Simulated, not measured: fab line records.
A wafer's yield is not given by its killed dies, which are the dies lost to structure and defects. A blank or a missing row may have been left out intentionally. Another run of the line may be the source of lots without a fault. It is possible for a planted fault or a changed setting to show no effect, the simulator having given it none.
fab line records	flow sky130
record: lots: 12	wafers: 36	last_day: 51
route steps=708 shown CONTACT@410 METAL1@441 PAD_OPEN@708
lots that met no fault: taken from a fault-free run of the same line
start_h: start of the lot's first displayed wafer, in hours after the record's first day	wait_h: hours since the lot's step before	" as in the row above	L1.1+2: a single row standing in for several wafers	- no value present, or no start provided	* or withheld: withheld	< > ~ a bound
route shown NAME@n: a module of which the file shows steps, and the number in the route of the first	usual: average and standard deviation across the fault-free wafers	same: alike in all rows	chamber/n: place in a boat	sites: per-site readings	_std_site: their standard deviation	_edge_site: outer sites' mean less inner sites'	radius_mm: for every site, how far away it sits from the centre of the wafer	mask NAME#n: copy n	behind: the most recent tool/chamber to have shaped the wafer	hold: why the lot went on hold/how many hours it stayed there/how the hold came to an end	device: names the non-switching transistor (n, p or np)	end of line: the route-end tests of the same wafers	a step with no rows: only its recipe	killed: not the wafer's yield, but the dies lost to structure and defects at the first sort	map: dies across one wafer; x = killed, . = not, _ = none there
set.NAME: setting as actually run; set.NAME@STEP: the setting as run at that earlier step	model.NAME: the simulator's own value behind a step, which no gauge read
steps of the route over a sample of lots; a table a step, a row a wafer
services: the hour from which a tool's chamber was out of use, counted from the record's first day as start_h (under 0 if before that day), plus the number of hours and why
== steps ==
step: SKY_CONTACT_CMP_04
recipe: material: SiO2	down_force_psi: 4	platen_rpm: 60	pad_velocity_m_s: 0.94248
usual: motor_current_A: 12.4/1.8	time_to_endpoint_s: 84/4
lot.wafer	tool	chamber	start_h	wait_h	motor_current_A	time_to_endpoint_s
L236.3	cmp-02	1	714.86	0.0	9.7	88
L236.4	"	3	"	"	11.3	86
L236.2	"	0	"	"	12.5	79
L237.3	cmp-02	2	726.46	0.1	10.7	78
L237.1	"	3	"	"	11.5	84
L237.5	"	1	"	"	9.2	83
L239.2	cmp-01	3	739.63	0.0	15.9	81
L239.6	"	3	"	"	15.5	84
L239.5	"	0	"	"	14.3	91
L242.4	cmp-01	3	776.93	0.1	15.5	80
L242.6	"	1	"	"	11.9	77
L242.5	"	2	"	"	11.6	87
L243.2	cmp-01	3	780.16	0.0	16.4	73
L243.4	"	1	"	"	11.2	78
L243.6	"	3	"	"	15.1	79
L248.1	cmp-01	3	814.85	0.1	16.1	72
L248.2	"	2	"	"	10.9	87
L248.6	"	0	"	"	13.9	76
L251.2	cmp-01	0	839.01	0.1	13.3	82
L251.1	"	2	"	"	11.0	88
L251.6	"	0	"	"	13.4	79
L252.1	cmp-01	0	846.00	0.1	14.3	83
L252.4	"	1	"	"	11.8	81
L252.5	"	3	"	"	14.9	80
L254.2	cmp-01	1	864.98	0.1	11.5	88
L254.4	"	3	"	"	15.4	83
L254.6	"	0	"	"	13.6	90
L256.1	cmp-01	3	888.77	0.1	14.3	88
L256.4	"	1	"	"	11.7	84
L256.5	"	3	"	"	15.8	88
L257.3	cmp-01	1	890.84	0.1	11.9	84
L257.1	"	3	"	"	15.5	83
L257.6	"	0	"	"	13.2	87
L258.4	cmp-02	1	900.57	0.1	9.5	83
L258.5	"	3	"	"	10.9	84
L258.6	"	0	"	"	12.3	83
step: SKY_CONTACT_BOW_MEAS_05
recipe: mode: bow
usual: CONTACT_BOW: 83/6.7
lot.wafer	tool	chamber	start_h	wait_h	CONTACT_BOW[um]
L236.2	film_metro-02	-	715.18	0.1	89
L236.3	"	-	"	"	84
L236.4	"	-	"	"	80
L237.1	film_metro-04	-	726.71	0.1	85
L237.3	"	-	"	"	89
L237.5	"	-	"	"	83
L239.2	film_metro-02	-	739.95	0.3	81
L239.5	"	-	"	"	72
L239.6	"	-	"	"	76
L242.4	film_metro-04	-	777.19	0.2	99
L242.5	"	-	"	"	92
L242.6	"	-	"	"	90
L243.2	film_metro-02	-	780.48	0.3	82
L243.4	"	-	"	"	86
L243.6	"	-	"	"	78
L248.1	film_metro-01	-	815.15	0.2	78
L248.2	"	-	"	"	67
L248.6	"	-	"	"	87
L251.1	film_metro-04	-	839.26	0.1	76
L251.2	"	-	"	"	95
L251.6	"	-	"	"	68
L252.1	film_metro-02	-	846.25	0.2	98
L252.4	"	-	"	"	78
L252.5	"	-	"	"	84
L254.2	film_metro-04	-	865.25	0.2	75
L254.4	"	-	"	"	75
L254.6	"	-	"	"	94
L256.1	film_metro-02	-	889.07	0.2	83
L256.4	"	-	"	"	82
L256.5	"	-	"	"	80
L257.1	film_metro-02	-	891.11	0.1	86
L257.3	"	-	"	"	90
L257.6	"	-	"	"	84
L258.4	film_metro-04	-	900.83	0.2	91
L258.5	"	-	"	"	73
L258.6	"	-	"	"	94
step: SKY_CONTACT_CD_MEAS_14
recipe: target_cd_nm: 170
usual: cd_nm: 170.5/1.4
lot.wafer	tool	chamber	start_h	wait_h	cd_nm
L236.2	cd_sem-01	-	743.23	-	170.4
L236.3	"	-	"	"	170.5
L236.4	"	-	"	"	170.2
L237.1	cd_sem-02	-	754.86	-	171.9
L237.3	"	-	"	"	171.3
L237.5	"	-	"	"	171.3
L239.2	cd_sem-02	-	768.29	-	171.7
L239.5	"	-	"	"	170.0
L239.6	"	-	"	"	171.2
L242.4	cd_sem-01	-	804.17	-	168.5
L242.5	"	-	"	"	168.6
L242.6	"	-	"	"	169.4
L243.2	cd_sem-02	-	807.93	-	169.5
L243.4	"	-	"	"	170.8
L243.6	"	-	"	"	170.3
L248.1	cd_sem-01	-	842.36	-	169.3
L248.2	"	-	"	"	169.7
L248.6	"	-	"	"	169.3
L251.1	cd_sem-02	-	865.92	-	172.9
L251.2	"	-	"	"	173.0
L251.6	"	-	"	"	171.8
L252.1	cd_sem-02	-	873.27	-	172.5
L252.4	"	-	"	"	172.5
L252.5	"	-	"	"	171.3
L254.2	cd_sem-02	-	891.48	-	170.0
L254.4	"	-	"	"	170.0
L254.6	"	-	"	"	168.8
L256.1	cd_sem-02	-	914.91	-	168.8
L256.4	"	-	"	"	167.8
L256.5	"	-	"	"	169.1
L257.1	cd_sem-01	-	917.31	-	170.7
L257.3	"	-	"	"	169.8
L257.6	"	-	"	"	171.1
L258.4	cd_sem-01	-	926.02	-	168.7
L258.5	"	-	"	"	169.7
L258.6	"	-	"	"	169.2
step: SKY_METAL1_DEHYDRATE_07
recipe: temp_c: 200	time_s: 60
usual: heater_power_total_W: 160.38/0.13	resist_line_temp_C: 22.99/0.12	run_length_s: 89.07/0.18
lot.wafer	tool	chamber	start_h	wait_h	heater_power_total_W	resist_line_temp_C	run_length_s
L236.2	litho_track-02	0	758.74	13.7	160.32	23.13	88.92
L236.3	"	0	"	"	160.36	23.08	88.91
L236.4	"	0	"	"	160.26	23.16	89.23
L237.1	litho_track-04	0	769.66	13.0	160.52	22.84	89.31
L237.3	"	0	"	"	160.36	22.95	89.35
L237.5	"	0	"	"	160.29	22.93	89.27
L239.2	litho_track-02	0	782.54	12.4	160.51	22.86	88.86
L239.5	"	0	"	"	160.47	23.05	89.14
L239.6	"	0	"	"	160.52	22.85	89.09
L242.4	litho_track-02	0	819.04	13.1	160.37	22.84	89.06
L242.5	"	0	"	"	160.32	22.94	88.88
L242.6	"	0	"	"	160.25	22.77	89.04
L243.2	litho_track-03	0	822.29	12.5	160.23	22.97	89.10
L243.4	"	0	"	"	160.21	23.03	88.80
L243.6	"	0	"	"	160.36	22.86	89.00
L248.1	litho_track-04	0	856.77	12.6	160.25	23.00	89.32
L248.2	"	0	"	"	160.37	23.14	89.24
L248.6	"	0	"	"	160.61	23.02	89.18
L251.1	litho_track-04	0	880.72	13.0	163.63	23.03	85.80
L251.2	"	0	"	"	160.15	22.87	89.20
L251.6	"	0	"	"	160.39	22.89	89.23
L252.1	litho_track-03	0	886.96	11.8	160.31	23.05	88.90
L252.4	"	0	"	"	160.36	22.95	88.82
L252.5	"	0	"	"	160.42	22.94	88.91
L254.2	litho_track-03	0	906.09	12.8	160.26	23.06	88.80
L254.4	"	0	"	"	160.27	23.09	88.78
L254.6	"	0	"	"	160.30	23.11	88.92
L256.1	litho_track-02	0	928.92	12.2	160.55	22.98	89.04
L256.4	"	0	"	"	160.48	22.88	88.93
L256.5	"	0	"	"	160.23	23.15	88.85
L257.1	litho_track-03	0	931.46	12.3	160.55	23.06	88.79
L257.3	"	0	"	"	160.26	23.17	89.09
L257.6	"	0	"	"	160.31	23.07	88.99
L258.4	litho_track-02	0	939.79	12.0	160.27	23.01	89.16
L258.5	"	0	"	"	160.48	23.11	89.01
L258.6	"	0	"	"	160.49	22.98	89.18
step: SKY_PAD_OPEN_PROBE_99
usual: defect_limited_yield: 82.3/1.8	killed_at_M0_to_M3: 43/6	killed_at_M4_up: 3.2/1.9	killed_at_contacts: 25/5.4	killed_at_front_end: 15/4.5	killed_at_other: 0.3/0.59	killed_dies: 87/8.7	killed_open: 47/6.7	killed_short: 39/5.7	sort_bin_3_pad_short: 0.9/0.43	sort_bin_5_function: 10.4/1.4	sort_bin_6_memory: 6.4/1.2	sort_n_pass: 405/8.7	sort_yield_pct: 82.3/1.8
same: gross_dies: 492	killed_at_back_side: 0	sort_bin_4_leakage[%]: 0	sort_bin_8_speed[%]: 0
lot.wafer	tool	chamber	start_h	wait_h	defect_limited_yield[%]	killed_at_M0_to_M3	killed_at_M4_up	killed_at_contacts	killed_at_front_end	killed_at_other	killed_dies	killed_open	killed_short	sort_bin_3_pad_short[%]	sort_bin_5_function[%]	sort_bin_6_memory[%]	sort_n_pass	sort_yield_pct[%]
L236.2	prober-02	-	1086.79	0.1	82.3	47	5	18	16	1	87	41	45	1.4	11.2	5.1	405	82.3
L236.3	prober-02	-	1086.84	0.2	80.9	43	3	29	19	0	94	59	35	0.2	13.8	5.1	398	80.9
L236.4	prober-02	-	1086.89	0.2	81.1	45	2	32	14	0	93	53	40	0.8	11.4	6.7	399	81.1
L237.1	prober-01	-	1095.25	0.1	82.1	40	2	22	24	0	88	52	36	1.0	10.4	6.5	404	82.1
L237.3	prober-01	-	1095.35	0.2	79.9	40	2	34	23	0	99	55	43	0.8	12.0	7.3	393	79.9
L237.5	prober-01	-	1095.45	0.2	83.3	39	1	26	15	1	82	46	35	0.6	11.6	4.5	410	83.3
L239.2	prober-01	-	1106.32	0.1	83.7	41	1	25	13	0	80	46	33	1.8	9.3	5.1	412	83.7
L239.5	prober-01	-	1106.47	0.2	80.3	55	5	21	16	0	97	57	40	0.4	11.4	7.9	395	80.3
L239.6	prober-01	-	1106.52	0.2	82.1	45	3	29	11	0	88	48	40	1.4	11.4	5.1	404	82.1
L242.4	prober-02	-	1133.39	0.2	86.0	42	3	21	3	0	69	34	35	0.4	6.7	6.9	423	86.0
L242.5	prober-02	-	1133.44	0.2	81.9	50	4	16	19	0	89	50	39	0.8	12.2	5.1	403	81.9
L242.6	prober-02	-	1133.49	0.2	82.3	50	4	20	12	1	87	44	43	1.0	10.2	6.5	405	82.3
L243.2	prober-01	-	1135.46	0.1	83.3	38	1	24	19	0	82	41	41	0.8	9.6	6.3	410	83.3
L243.4	prober-01	-	1135.56	0.2	83.9	34	1	26	17	1	79	38	41	0.6	9.1	6.3	413	83.9
L243.6	prober-01	-	1135.66	0.2	78.3	45	6	36	20	0	107	58	49	0.4	13.6	7.7	385	78.3
L248.1	prober-02	-	1161.49	0.1	81.7	49	2	25	14	0	90	44	45	0.8	11.2	6.3	402	81.7
L248.2	prober-02	-	1161.54	0.1	83.1	35	2	23	22	1	83	46	37	1.0	9.8	6.1	409	83.1
L248.6	prober-02	-	1161.74	0.2	83.5	40	5	23	10	3	81	47	34	0.6	10.0	5.9	411	83.5
L251.1	prober-01	-	1177.53	0.1	83.7	40	5	24	11	0	80	46	32	0.4	12.2	3.7	412	83.7
L251.2	prober-01	-	1177.58	0.1	83.3	38	2	22	20	0	82	45	37	0.8	9.3	6.5	410	83.3
L251.6	prober-01	-	1177.78	0.2	80.1	47	2	37	12	0	98	50	48	0.6	12.0	7.3	394	80.1
L252.1	prober-02	-	1179.03	0.1	84.6	39	2	28	7	0	76	41	35	0.6	8.5	6.3	416	84.6
L252.4	prober-02	-	1179.18	0.2	77.6	53	6	35	16	0	110	52	58	1.6	12.6	8.1	382	77.6
L252.5	prober-02	-	1179.23	0.2	83.9	41	1	22	15	0	79	42	37	0.4	10.2	5.5	413	83.9
L254.2	prober-02	-	1194.03	0.1	82.7	45	2	25	13	0	85	44	41	0.6	10.4	6.3	407	82.7
L254.4	prober-02	-	1194.13	0.2	81.7	47	2	22	19	0	90	47	42	0.6	11.6	6.1	402	81.7
L254.6	prober-02	-	1194.23	0.2	83.3	44	1	22	15	0	82	44	36	0.4	10.4	5.9	410	83.3
L256.1	prober-02	-	1208.94	0.1	81.3	43	2	29	18	0	92	48	44	0.6	11.4	6.7	400	81.3
L256.4	prober-02	-	1209.09	0.2	83.9	37	0	32	10	0	79	41	38	0.6	9.3	6.1	413	83.9
L256.5	prober-02	-	1209.14	0.2	82.9	45	1	22	15	1	84	50	34	2.4	10.0	4.7	408	82.9
L257.1	prober-01	-	1210.09	0.1	85.6	35	7	19	10	0	71	38	33	0.2	9.6	4.7	421	85.6
L257.3	prober-01	-	1210.19	0.2	81.1	48	5	29	11	0	93	59	34	1.2	12.0	5.7	399	81.1
L257.6	prober-01	-	1210.34	0.2	81.9	47	4	23	15	0	89	52	37	0.4	11.2	6.5	403	81.9
L258.4	prober-02	-	1213.59	0.2	83.9	41	3	18	17	0	79	42	37	0.8	8.3	6.9	413	83.9
L258.5	prober-02	-	1213.64	0.2	81.7	41	3	30	16	0	90	42	48	0.8	11.0	6.5	402	81.7
L258.6	prober-02	-	1213.69	0.2	78.5	65	2	28	11	0	106	64	42	1.4	11.6	8.5	386	78.5
killed by level:class
L236.2 VIA1:geometric_particle:open=9 VIA2:geometric_particle:open=8 VIA3:geometric_particle:open=8 METAL3:geometric_particle:short=7 FIELD_ISO:geometric_particle:short=5 LI_CONTACT:geometric_particle:open=5 CONTACT:geometric_particle:short=5 VIA1:geometric_particle:short=5
L236.3 VIA1:geometric_particle:open=13 CONTACT:geometric_particle:open=10 VIA2:geometric_particle:open=7 FIELD_ISO:geometric_particle:open=6 LI_CONTACT:geometric_particle:open=6 LOCAL_INTERCONNECT:geometric_particle:short=6 CONTACT:geometric_particle:short=4 VIA3:geometric_particle:open=4
L236.4 VIA1:geometric_particle:open=10 VIA2:geometric_particle:open=10 LI_CONTACT:geometric_particle:open=8 LOCAL_INTERCONNECT:geometric_particle:short=7 CONTACT:geometric_particle:short=7 CONTACT:geometric_particle:open=7 VIA3:geometric_particle:open=7 METAL2:geometric_particle:short=5
L237.1 CONTACT:geometric_particle:open=10 VIA1:geometric_particle:open=10 FIELD_ISO:geometric_particle:open=8 LI_CONTACT:geometric_particle:open=6 METAL2:geometric_particle:short=6 VIA3:geometric_particle:open=6 FIELD_ISO:geometric_particle:short=5 METAL1:geometric_particle:short=4
L237.3 CONTACT:geometric_particle:open=13 CONTACT:geometric_particle:short=10 VIA1:geometric_particle:short=8 LI_CONTACT:geometric_particle:open=7 FIELD_ISO:geometric_particle:open=6 METAL2:geometric_particle:short=6 VIA2:geometric_particle:open=6 FIELD_ISO:geometric_particle:short=5
L237.5 VIA1:geometric_particle:open=9 CONTACT:geometric_particle:open=8 CONTACT:geometric_particle:short=7 VIA3:geometric_particle:open=6 FIELD_ISO:geometric_particle:short=5 LI_CONTACT:geometric_particle:open=5 METAL2:geometric_particle:short=5 VIA2:geometric_particle:open=5
L239.2 CONTACT:geometric_particle:open=10 VIA1:geometric_particle:open=8 VIA3:geometric_particle:open=7 LI_CONTACT:geometric_particle:open=7 METAL1:geometric_particle:short=7 POLY_GATE:geometric_particle:open=5 LI_CONTACT:geometric_particle:short=5 VIA1:geometric_particle:short=5
L239.5 VIA1:geometric_particle:open=16 VIA3:geometric_particle:open=11 CONTACT:geometric_particle:open=7 VIA2:geometric_particle:open=7 CONTACT:geometric_particle:short=6 LI_CONTACT:geometric_particle:open=5 VIA2:geometric_particle:short=5 FIELD_ISO:geometric_particle:open=4
L239.6 LI_CONTACT:geometric_particle:open=11 VIA1:geometric_particle:open=10 VIA3:geometric_particle:open=9 VIA1:geometric_particle:short=7 CONTACT:geometric_particle:open=6 CONTACT:geometric_particle:short=5 METAL3:geometric_particle:short=5 LOCAL_INTERCONNECT:geometric_particle:short=4
L242.4 VIA1:geometric_particle:open=11 VIA1:geometric_particle:short=8 CONTACT:geometric_particle:short=7 CONTACT:geometric_particle:open=6 VIA2:geometric_particle:open=6 VIA3:geometric_particle:open=5 METAL2:geometric_particle:short=4 LI_CONTACT:geometric_particle:open=4
L242.5 VIA1:geometric_particle:open=11 VIA3:geometric_particle:open=10 CONTACT:geometric_particle:short=7 VIA2:geometric_particle:open=7 FIELD_ISO:geometric_particle:open=6 VIA1:geometric_particle:short=6 VIA2:geometric_particle:short=6 POLY_GATE:geometric_particle:open=5
L242.6 VIA1:geometric_particle:open=13 CONTACT:geometric_particle:open=9 METAL1:geometric_particle:short=9 VIA1:geometric_particle:short=6 VIA2:geometric_particle:open=5 FIELD_ISO:geometric_particle:open=4 LI_CONTACT:geometric_particle:open=4 METAL2:geometric_particle:short=4
L243.2 CONTACT:geometric_particle:open=8 FIELD_ISO:geometric_particle:short=7 METAL2:geometric_particle:short=6 LI_CONTACT:geometric_particle:open=6 LOCAL_INTERCONNECT:geometric_particle:short=5 VIA1:geometric_particle:open=5 FIELD_ISO:geometric_particle:open=4 CONTACT:geometric_particle:short=4
L243.4 CONTACT:geometric_particle:short=7 CONTACT:geometric_particle:open=7 VIA3:geometric_particle:open=6 LI_CONTACT:geometric_particle:open=5 VIA2:geometric_particle:open=5 FIELD_ISO:geometric_particle:open=4 LOCAL_INTERCONNECT:geometric_particle:short=4 POLY_GATE:geometric_particle:short=4
L243.6 CONTACT:geometric_particle:open=11 VIA2:geometric_particle:open=10 VIA1:geometric_particle:open=9 FIELD_ISO:geometric_particle:open=7 LI_CONTACT:geometric_particle:open=7 METAL2:geometric_particle:short=7 LOCAL_INTERCONNECT:geometric_particle:short=6 CONTACT:geometric_particle:short=6
L248.1 CONTACT:geometric_particle:open=12 VIA1:geometric_particle:open=10 METAL2:geometric_particle:short=7 VIA2:geometric_particle:short=7 VIA3:geometric_particle:open=6 VIA1:geometric_particle:short=4 FIELD_ISO:geometric_particle:short=4 POLY_GATE:geometric_particle:open=4
L248.2 CONTACT:geometric_particle:open=14 FIELD_ISO:geometric_particle:open=7 VIA3:geometric_particle:open=7 FIELD_ISO:geometric_particle:short=6 VIA2:geometric_particle:open=5 VIA2:geometric_particle:short=5 POLY_GATE:geometric_particle:short=4 VIA1:geometric_particle:short=4
L248.6 CONTACT:geometric_particle:open=12 METAL2:geometric_particle:short=11 VIA1:geometric_particle:open=7 LI_CONTACT:geometric_particle:open=6 VIA3:geometric_particle:open=5 METAL1:geometric_particle:open=4 VIA1:geometric_particle:short=3 VIA2:geometric_particle:open=3
L251.1 CONTACT:geometric_particle:open=7 VIA3:geometric_particle:open=7 VIA1:geometric_particle:open=7 LI_CONTACT:geometric_particle:open=6 CONTACT:geometric_particle:short=5 VIA2:geometric_particle:open=5 LOCAL_INTERCONNECT:geometric_particle:short=4 METAL1:geometric_particle:short=4
L251.2 CONTACT:geometric_particle:open=10 FIELD_ISO:geometric_particle:open=8 METAL1:geometric_particle:short=8 VIA1:geometric_particle:open=7 CONTACT:geometric_particle:short=6 VIA2:geometric_particle:open=5 METAL2:geometric_particle:short=5 POLY_GATE:geometric_particle:open=4
L251.6 CONTACT:geometric_particle:open=12 VIA1:geometric_particle:open=9 LI_CONTACT:geometric_particle:short=7 LI_CONTACT:geometric_particle:open=6 METAL1:geometric_particle:short=6 VIA2:geometric_particle:open=6 VIA3:geometric_particle:open=6 CONTACT:geometric_particle:short=5
L252.1 LI_CONTACT:geometric_particle:open=12 CONTACT:geometric_particle:short=6 CONTACT:geometric_particle:open=5 METAL2:geometric_particle:short=5 VIA2:geometric_particle:open=5 VIA3:geometric_particle:open=5 METAL1:geometric_particle:open=4 METAL1:geometric_particle:short=4
L252.4 VIA3:geometric_particle:open=11 LI_CONTACT:geometric_particle:open=10 VIA2:geometric_particle:open=9 CONTACT:geometric_particle:short=8 METAL2:geometric_particle:short=8 CONTACT:geometric_particle:open=7 METAL1:geometric_particle:short=7 VIA1:geometric_particle:open=6
L252.5 VIA1:geometric_particle:open=12 LI_CONTACT:geometric_particle:open=8 METAL2:geometric_particle:short=6 CONTACT:geometric_particle:open=5 FIELD_ISO:geometric_particle:short=4 CONTACT:geometric_particle:short=4 VIA2:geometric_particle:short=4 VIA2:geometric_particle:open=4
L254.2 VIA1:geometric_particle:open=14 CONTACT:geometric_particle:open=10 VIA1:geometric_particle:short=9 CONTACT:geometric_particle:short=6 POLY_GATE:geometric_particle:short=5 POLY_GATE:geometric_particle:open=4 METAL1:geometric_particle:open=4 VIA3:geometric_particle:open=4
L254.4 CONTACT:geometric_particle:open=11 VIA2:geometric_particle:open=10 VIA3:geometric_particle:open=7 METAL1:geometric_particle:short=6 VIA1:geometric_particle:open=6 VIA1:geometric_particle:short=6 METAL2:geometric_particle:short=6 FIELD_ISO:geometric_particle:open=5
L254.6 VIA2:geometric_particle:open=10 LI_CONTACT:geometric_particle:open=7 CONTACT:geometric_particle:short=7 VIA1:geometric_particle:short=7 VIA1:geometric_particle:open=6 CONTACT:geometric_particle:open=5 METAL2:geometric_particle:short=5 VIA3:geometric_particle:open=5
L256.1 CONTACT:geometric_particle:open=11 VIA1:geometric_particle:open=8 VIA2:geometric_particle:open=7 LOCAL_INTERCONNECT:geometric_particle:short=7 LI_CONTACT:geometric_particle:open=5 METAL1:geometric_particle:short=5 METAL3:geometric_particle:short=5 VIA1:geometric_particle:short=5
L256.4 CONTACT:geometric_particle:open=10 CONTACT:geometric_particle:short=7 VIA2:geometric_particle:open=7 LI_CONTACT:geometric_particle:short=6 LI_CONTACT:geometric_particle:open=6 VIA1:geometric_particle:short=6 METAL1:geometric_particle:short=5 POLY_GATE:geometric_particle:open=4
L256.5 VIA1:geometric_particle:open=15 LI_CONTACT:geometric_particle:open=8 VIA3:geometric_particle:open=7 METAL2:geometric_particle:short=6 VIA2:geometric_particle:open=6 CONTACT:geometric_particle:open=5 FIELD_ISO:geometric_particle:open=4 POLY_GATE:geometric_particle:short=4
L257.1 VIA1:geometric_particle:open=10 CONTACT:geometric_particle:open=7 METAL1:geometric_particle:short=7 VIA2:geometric_particle:open=5 METAL4:geometric_particle:short=5 LI_CONTACT:geometric_particle:open=4 CONTACT:geometric_particle:short=4 FIELD_ISO:geometric_particle:short=3
L257.3 CONTACT:geometric_particle:open=13 VIA1:geometric_particle:open=12 POLY_GATE:geometric_particle:open=8 LI_CONTACT:geometric_particle:open=8 VIA1:geometric_particle:short=8 VIA2:geometric_particle:open=8 METAL1:geometric_particle:short=5 LOCAL_INTERCONNECT:geometric_particle:short=5
L257.6 VIA1:geometric_particle:open=15 CONTACT:geometric_particle:open=9 VIA3:geometric_particle:open=9 METAL1:geometric_particle:short=6 POLY_GATE:geometric_particle:open=5 LI_CONTACT:geometric_particle:open=5 VIA1:geometric_particle:short=5 VIA2:geometric_particle:open=5
L258.4 VIA1:geometric_particle:open=11 CONTACT:geometric_particle:open=7 METAL1:geometric_particle:short=6 VIA2:geometric_particle:open=6 POLY_GATE:geometric_particle:short=5 CONTACT:geometric_particle:short=5 VIA3:geometric_particle:open=4 VIA1:geometric_particle:short=4
L258.5 CONTACT:geometric_particle:short=11 CONTACT:geometric_particle:open=9 FIELD_ISO:geometric_particle:short=8 VIA1:geometric_particle:open=8 LI_CONTACT:geometric_particle:open=7 METAL2:geometric_particle:short=7 VIA2:geometric_particle:open=5 METAL1:geometric_particle:short=4
L258.6 VIA1:geometric_particle:open=17 METAL2:geometric_particle:short=12 CONTACT:geometric_particle:open=10 LI_CONTACT:geometric_particle:open=8 VIA3:geometric_particle:open=8 VIA2:geometric_particle:short=6 METAL1:geometric_particle:short=5 LOCAL_INTERCONNECT:geometric_particle:short=4
== services ==
tool	chamber	start_h	hours	kind
cmp-01	-	712.41	9.4	repair
cmp-02	-	716.76	0.8	repair
cmp-01	-	726.25	2.4	repair
cmp-02	-	745.46	0.4	repair
cmp-01	-	747.53	5.4	pm
cmp-01	-	752.95	4.0	pm
cmp-01	-	756.95	-	consumable_replace:conditioner
cmp-01	-	756.95	-	consumable_replace:pad
cmp-01	-	760.57	0.6	repair
cmp-01	-	770.32	0.8	repair
cmp-02	-	788.36	1.5	repair
cmp-01	-	809.20	3.0	repair
cmp-02	-	912.00	4.0	pm
cmp-02	-	916.00	-	consumable_replace:conditioner
cmp-02	-	916.00	-	consumable_replace:pad
== key ==
first_sign: step: SKY_METAL1_DEHYDRATE_07	reading: heater_power_total_W	direction: up	sigmas: 26	usual: *	struck: *
effect: step: SKY_METAL1_DEHYDRATE_07	reading: run_length_s	direction: down	sigmas: 18	usual: *	struck: *
met_at SKY_METAL1_DEHYDRATE_07
struck_lots L251
struck_wafers L251.1
not_acting_at SKY_CONTACT_CMP_04,SKY_CONTACT_BOW_MEAS_05,SKY_CONTACT_CD_MEAS_14
onset_between 856.77 880.72
fault: kind: process_parameter_drift	tool: litho_track-04	chamber: -	onset_h: 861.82	steps: SKY_METAL1_DEHYDRATE_07	channel: time_s	offset: *	shape: step	end_h: 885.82	scope: struck_wafers_only	acts_in: *	stated: *
